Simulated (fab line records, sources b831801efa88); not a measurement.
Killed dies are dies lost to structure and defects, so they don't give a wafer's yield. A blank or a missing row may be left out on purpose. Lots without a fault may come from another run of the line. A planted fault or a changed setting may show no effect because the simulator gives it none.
Which tool did it? | flow sky130 | 12 lots, 36 wafers sampled, at 5 steps of a route of 708

WHAT THE GAUGES READ, wafer by wafer
SKY_VIA1_CD_MEAS_12: target cd 150 nm.
lot  | measured     | on        | cd_nm (nm)
L462 | day 33 23:05 | cd_sem-02 | 146.9 148.7 149.6
L464 | day 34 22:29 | cd_sem-01 | 150.1 150.9 150.6
L466 | day 35 08:05 | cd_sem-01 | 148.1 148.1 149.2
L468 | day 36 00:43 | cd_sem-02 | 154.3 150.8 151.8
L470 | day 36 08:58 | cd_sem-02 | 149.9 152.2 151.9
L474 | day 37 12:04 | cd_sem-01 | 150.8 150.9 151.1
L478 | day 39 03:28 | cd_sem-02 | 151.3 152.3 151.1
L479 | day 39 06:32 | cd_sem-01 | 154.5 155.1 155.4
L480 | day 39 11:19 | cd_sem-02 | 155.1 153.7 154.1
L481 | day 39 15:49 | cd_sem-02 | 150.1 150.8 150.8
L482 | day 40 01:49 | cd_sem-01 | 151.1 149.2 150.2
L485 | day 40 23:14 | cd_sem-02 | 151.1 149.4 152.3

WHICH TOOL RAN EACH LOT (tool, then ch and the chambers of the sampled wafers, then the start)
lot  | SKY_CONTACT_ETCH_17                | SKY_CONTACT_SPUTTER_23       | SKY_VIA1_CMP_02               | SKY_VIA1_DEVELOP_11
L462 | rie_diel-02 ch 0,3, day 31 14:40   | pvd_sputter-04, day 31 15:21 | cmp-02 ch 0,3, day 32 21:04   | litho_track-01 ch 0, day 33 22:00
L464 | rie_diel-04 ch 0,1,2, day 32 14:34 | pvd_sputter-04, day 32 15:16 | cmp-02 ch 0,1,3, day 33 19:28 | litho_track-01 ch 0, day 34 22:00
L466 | rie_diel-03 ch 1,2,3, day 33 00:17 | pvd_sputter-04, day 33 01:02 | cmp-01 ch 0,1,2, day 34 05:24 | litho_track-04 ch 0, day 35 07:00
L468 | rie_diel-02 ch 2,3, day 33 15:58   | pvd_sputter-04, day 33 16:39 | cmp-01 ch 0,1,2, day 34 22:06 | litho_track-04 ch 0, day 36 00:00
L470 | rie_diel-04 ch 0,2,3, day 34 00:01 | pvd_sputter-04, day 34 00:42 | cmp-02 ch 1,2, day 35 06:58   | litho_track-01 ch 0, day 36 08:00
L474 | rie_diel-03 ch 0,1,2, day 35 05:31 | pvd_sputter-04, day 35 06:12 | cmp-02 ch 1,2,3, day 36 09:59 | litho_track-04 ch 0, day 37 11:00
L478 | rie_diel-04 ch 0,3, day 36 20:37   | pvd_sputter-01, day 36 21:19 | cmp-01 ch 1,3, day 38 01:34   | litho_track-04 ch 0, day 39 03:00
L479 | rie_diel-03 ch 0,1,3, day 36 23:29 | pvd_sputter-04, day 37 00:13 | cmp-02 ch 1,2,3, day 38 04:44 | litho_track-01 ch 0, day 39 06:00
L480 | rie_diel-02 ch 0,1,3, day 37 05:16 | pvd_sputter-04, day 37 05:57 | cmp-01 ch 0,1,3, day 38 09:33 | litho_track-01 ch 0, day 39 11:00
L481 | rie_diel-04 ch 0,2,3, day 37 10:20 | pvd_sputter-01, day 37 11:01 | cmp-02 ch 1,2,3, day 38 14:13 | litho_track-04 ch 0, day 39 15:00
L482 | rie_diel-04 ch 0,2,3, day 37 20:55 | pvd_sputter-01, day 37 21:37 | cmp-01 ch 0,2,3, day 39 01:11 | litho_track-04 ch 0, day 40 01:00
L485 | rie_diel-04 ch 0,1,3, day 38 18:52 | pvd_sputter-04, day 38 19:33 | cmp-02 ch 1,3, day 39 22:19   | litho_track-04 ch 0, day 40 23:00
- SKY_CONTACT_ETCH_17: etches SiO2 in C4F8/O2/Ar, stops on Si3N4, target depth 340 nm.
- SKY_CONTACT_SPUTTER_23: material TiN, target thk 20 nm, time 80 s.
- SKY_VIA1_CMP_02: polishes SiO2.
- SKY_VIA1_DEVELOP_11: develop time 60 s.

WHAT THE TOOLS THEMSELVES READ (means of the sampled wafers that have a number; where no wafer has one, the mark that the record gives instead)
SKY_CONTACT_ETCH_17.
lot  | tool        | bias_w (W) | oes_product_au (a.u.) | rf_fwd_power_W (W)
L462 | rie_diel-02 | 1198       | 0.898                 | 1490
L464 | rie_diel-04 | 1199       | 0.887                 | 1485
L466 | rie_diel-03 | 1203       | 0.887                 | 1489
L468 | rie_diel-02 | 1202       | 0.893                 | 1491
L470 | rie_diel-04 | 1203       | 0.893                 | 1487
L474 | rie_diel-03 | 1200       | 0.891                 | 1491
L478 | rie_diel-04 | 1202       | 0.898                 | 1487
L479 | rie_diel-03 | 1199       | 0.895                 | 1489
L480 | rie_diel-02 | 1198       | 0.893                 | 1490
L481 | rie_diel-04 | 1201       | 0.891                 | 1486
L482 | rie_diel-04 | 1198       | 0.888                 | 1487
L485 | rie_diel-04 | 1195       | 0.892                 | 1491

SKY_CONTACT_SPUTTER_23.
lot  | tool           | throttle_valve_pct (%)
L462 | pvd_sputter-04 | 29.7
L464 | pvd_sputter-04 | 31.4
L466 | pvd_sputter-04 | 30.3
L468 | pvd_sputter-04 | 30.3
L470 | pvd_sputter-04 | 30.5
L474 | pvd_sputter-04 | 30.6
L478 | pvd_sputter-01 | 30.4
L479 | pvd_sputter-04 | 31.2
L480 | pvd_sputter-04 | 30.1
L481 | pvd_sputter-01 | 30.7
L482 | pvd_sputter-01 | 31.3
L485 | pvd_sputter-04 | 31.5

SKY_VIA1_CMP_02.
lot  | tool   | motor_current_A (A)
L462 | cmp-02 | 13.8
L464 | cmp-02 | 13.4
L466 | cmp-01 | 11.6
L468 | cmp-01 | 11.3
L470 | cmp-02 | 11.9
L474 | cmp-02 | 13.7
L478 | cmp-01 | 11.9
L479 | cmp-02 | 13.5
L480 | cmp-01 | 11.3
L481 | cmp-02 | 13.5
L482 | cmp-01 | 11.1
L485 | cmp-02 | 14.5

THE ANSWER, worked out from the rows above alone
Rule: what is usual is taken from the lots themselves. Put in order of their means at a reading, lots are off if they are a third of the lots or fewer, leave a main group of 4 or more, and stand apart from it by a gap of 3 or more times the standard deviation of the main group's means; of several such gaps the widest counts. A main group whose means are all the same, to the digits that the tables above print for the reading, isn't used. A lot without any number at a reading at which 4 lots or more have one is off too. The other lots that the step has rows for count as sound. The gauges are gone through in route order, then the tools' own readings, and for those a lot's mean is taken as printed above. The first step at which some lot is off is used, and at that step the reading that is off furthest; a lot without a number counts as furthest.
No lot is off at any reading shown: from this, nothing can be told.

WHAT THE SIMULATOR HAD PUT IN
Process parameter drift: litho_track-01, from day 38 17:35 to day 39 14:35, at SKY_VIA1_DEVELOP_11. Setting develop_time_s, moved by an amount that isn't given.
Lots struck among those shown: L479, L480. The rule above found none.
